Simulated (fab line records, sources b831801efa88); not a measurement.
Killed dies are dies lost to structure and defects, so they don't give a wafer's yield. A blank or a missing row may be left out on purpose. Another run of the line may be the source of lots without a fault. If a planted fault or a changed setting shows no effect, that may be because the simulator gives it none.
Which of the tools did it? :: flow gf180mcu :: 12 lots with 36 wafers sampled at 4 steps, on a route of 602 steps

== WHAT THE GAUGES READ, wafer by wafer ==
GF_STI_THK_MEAS_24. Usual: STI_CVD_23_THK gives 651 nm (standard deviation 7.3).
lot: L399
measured: day 2 04:58
on: film metro-02
STI_CVD_23_THK (nm): 645 655 642
flag: 

lot: L400
measured: day 2 10:26
on: film metro-02
STI_CVD_23_THK (nm): 651 657 652
flag: 

lot: L401
measured: day 2 18:22
on: film metro-03
STI_CVD_23_THK (nm): 634 640 645
flag: 

lot: L403
measured: day 3 01:37
on: film metro-03
STI_CVD_23_THK (nm): 653 657 654
flag: 

lot: L404
measured: day 3 05:40
on: film metro-02
STI_CVD_23_THK (nm): 639 645 640
flag: 

lot: L406
measured: day 3 17:00
on: film metro-03
STI_CVD_23_THK (nm): 643 648 648
flag: 

lot: L408
measured: day 4 02:17
on: film metro-04
STI_CVD_23_THK (nm): 656 650 650
flag: 

lot: L411
measured: day 4 17:03
on: film metro-04
STI_CVD_23_THK (nm): 654 665 646
flag: 

lot: L412
measured: day 4 23:07
on: film metro-03
STI_CVD_23_THK (nm): 655 661 654
flag: 

lot: L418
measured: day 6 05:04
on: film metro-04
STI_CVD_23_THK (nm): 659 536 531
flag: OFF

lot: L419
measured: day 6 10:44
on: film metro-02
STI_CVD_23_THK (nm): 533 651 651
flag: OFF

lot: L422
measured: day 7 02:14
on: film metro-04
STI_CVD_23_THK (nm): 645 527 641
flag: OFF

GF_NWELL_OVL_MEAS_07. Usual: NWELL_OVL gives -0.8 nm (standard deviation 1.9).
lot: L399
measured: day 3 07:24
on: overlay-02
NWELL_OVL (nm): -0.7 -2.1 -2.1
flag: 

lot: L400
measured: day 3 15:34
on: overlay-01
NWELL_OVL (nm): -4.0 -4.0 -5.0
flag: 

lot: L401
measured: day 3 22:20
on: overlay-01
NWELL_OVL (nm): 0.3 -1.3 0.2
flag: 

lot: L403
measured: day 4 06:35
on: overlay-02
NWELL_OVL (nm): -1.2 -1.4 -1.6
flag: 

lot: L404
measured: day 4 10:07
on: overlay-01
NWELL_OVL (nm): -2.6 -1.7 0.2
flag: 

lot: L406
measured: day 4 22:59
on: overlay-01
NWELL_OVL (nm): -0.6 0.6 0.1
flag: 

lot: L408
measured: day 5 08:20
on: overlay-01
NWELL_OVL (nm): 1.6 1.8 1.7
flag: 

lot: L411
measured: day 6 00:46
on: overlay-02
NWELL_OVL (nm): 0.1 1.1 0.0
flag: 

lot: L412
measured: day 6 07:14
on: overlay-01
NWELL_OVL (nm): -2.6 -3.0 -3.7
flag: 

lot: L418
measured: day 7 15:10
on: overlay-01
NWELL_OVL (nm): -2.4 -4.6 -3.4
flag: 

lot: L419
measured: day 7 20:04
on: overlay-02
NWELL_OVL (nm): -3.9 -4.5 -2.4
flag: 

lot: L422
measured: day 8 13:41
on: overlay-01
NWELL_OVL (nm): 4.2 1.5 2.6
flag: 

== EACH LOT AND THE TOOL THAT RAN IT (in order: tool; ch and the chambers of the sampled wafers; start) ==
lot: L399
GF_STI_CVD_23: hdpcvd-02 ch 0,1, day 2 04:53
GF_STI_CMP_25: cmp-01 ch 0,3, day 2 05:01

lot: L400
GF_STI_CVD_23: hdpcvd-01 ch 0,1,2, day 2 10:20
GF_STI_CMP_25: cmp-01 ch 1,2, day 2 10:29

lot: L401
GF_STI_CVD_23: hdpcvd-02 ch 0,1,2, day 2 18:17
GF_STI_CMP_25: cmp-02 ch 0,1,2, day 2 18:26

lot: L403
GF_STI_CVD_23: hdpcvd-02 ch 0,1,2, day 3 01:33
GF_STI_CMP_25: cmp-01 ch 1,2,3, day 3 01:41

lot: L404
GF_STI_CVD_23: hdpcvd-02 ch 0,1, day 3 05:35
GF_STI_CMP_25: cmp-02 ch 0,1,3, day 3 05:46

lot: L406
GF_STI_CVD_23: hdpcvd-01 ch 0,1, day 3 16:55
GF_STI_CMP_25: cmp-02 ch 0,1, day 3 17:07

lot: L408
GF_STI_CVD_23: hdpcvd-02 ch 0,1,2, day 4 02:12
GF_STI_CMP_25: cmp-01 ch 0,2,3, day 4 02:20

lot: L411
GF_STI_CVD_23: hdpcvd-01 ch 1,2, day 4 16:58
GF_STI_CMP_25: cmp-01 ch 1,2, day 4 17:21

lot: L412
GF_STI_CVD_23: hdpcvd-01 ch 0,1,2, day 4 23:01
GF_STI_CMP_25: cmp-01 ch 2,3, day 4 23:13

lot: L418
GF_STI_CVD_23: hdpcvd-01 ch 1,2, day 6 04:59
GF_STI_CMP_25: cmp-01 ch 0,1,3, day 6 05:13

lot: L419
GF_STI_CVD_23: hdpcvd-01 ch 0,1,2, day 6 10:39
GF_STI_CMP_25: cmp-02 ch 1,2,3, day 6 10:50

lot: L422
GF_STI_CVD_23: hdpcvd-01 ch 0,1,2, day 7 02:09
GF_STI_CMP_25: cmp-02 ch 1,2,3, day 7 02:17
- GF_STI_CVD_23: deposits SiO2, target thk 650 nm, time 108.3 s.
- GF_STI_CMP_25: polishes, stops on Si3N4, t overpolish 33 s, target thk 524.6 nm.

== WHAT THE TOOLS THEMSELVES READ (means of the sampled wafers that have a number; where no wafer has one, the mark that the record gives instead) ==
GF_STI_CMP_25. Usual: head pressure psi 4.001 psi, standard deviation 0.0082; motor current A 12.4 A, standard deviation 0.85; slurry flow ml min 150.0, standard deviation 0.46; time to endpoint s 124 s, standard deviation 4.1.
lot: L399
tool: cmp-01
head pressure psi (psi): 4.003
motor current A (A): 11.7
slurry flow ml min: 149.6
time to endpoint s (s): 123
flag: 

lot: L400
tool: cmp-01
head pressure psi (psi): 4.002
motor current A (A): 11.8
slurry flow ml min: 150.0
time to endpoint s (s): 126
flag: 

lot: L401
tool: cmp-02
head pressure psi (psi): 4.003
motor current A (A): 13.0
slurry flow ml min: 150.1
time to endpoint s (s): 125
flag: 

lot: L403
tool: cmp-01
head pressure psi (psi): 4.011
motor current A (A): 12.3
slurry flow ml min: 149.7
time to endpoint s (s): 125
flag: 

lot: L404
tool: cmp-02
head pressure psi (psi): 3.999
motor current A (A): 12.5
slurry flow ml min: 149.7
time to endpoint s (s): 124
flag: 

lot: L406
tool: cmp-02
head pressure psi (psi): 3.994
motor current A (A): 12.7
slurry flow ml min: 150.1
time to endpoint s (s): 123
flag: 

lot: L408
tool: cmp-01
head pressure psi (psi): 4.008
motor current A (A): 12.2
slurry flow ml min: 150.2
time to endpoint s (s): 124
flag: 

lot: L411
tool: cmp-01
head pressure psi (psi): 4.003
motor current A (A): 11.8
slurry flow ml min: 149.8
time to endpoint s (s): 127
flag: 

lot: L412
tool: cmp-01
head pressure psi (psi): 3.992
motor current A (A): 11.3
slurry flow ml min: 150.1
time to endpoint s (s): 124
flag: 

lot: L418
tool: cmp-01
head pressure psi (psi): 4.007
motor current A (A): 12.2
slurry flow ml min: 150.5
time to endpoint s (s): 107
flag: OFF

lot: L419
tool: cmp-02
head pressure psi (psi): 4.004
motor current A (A): 13.1
slurry flow ml min: 149.9
time to endpoint s (s): 117
flag: 

lot: L422
tool: cmp-02
head pressure psi (psi): 3.996
motor current A (A): 13.3
slurry flow ml min: 150.4
time to endpoint s (s): 110
flag: OFF

== THE ANSWER, worked out from the rows above alone ==
Rule: a lot is off if the mean of its wafers that have a number lies more than 3 standard deviations from the usual mean. A lot without any number at a reading at which 4 lots or more have one is off too. Where the step has rows for the other lots, those lots are counted as sound. The gauges are gone through in route order, then the tools' own readings, and for those a lot's mean is taken as printed above. The first step at which some lot is off is used, and at that step the reading that is off furthest; a lot without a number counts as furthest.
Off: L418, L419, L422, at GF_STI_THK_MEAS_24 (STI_CVD_23_THK).
If a tool, at a process step before that reading, ran all the lots that are off and no sound lot after the first of them, it fits. Gauges at GF_STI_THK_MEAS_24: tried the same way as those tools. One fits: hdpcvd-01 at GF_STI_CVD_23. A fault onset in the window from L412 (day 4 23:01, its last sound lot) to L418 (day 6 04:59, its first lot off) fits.

== WHAT THE SIMULATOR HAD PUT IN ==
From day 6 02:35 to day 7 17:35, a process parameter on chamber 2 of hdpcvd-01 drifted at GF_STI_CVD_23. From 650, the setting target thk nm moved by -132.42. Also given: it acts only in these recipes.
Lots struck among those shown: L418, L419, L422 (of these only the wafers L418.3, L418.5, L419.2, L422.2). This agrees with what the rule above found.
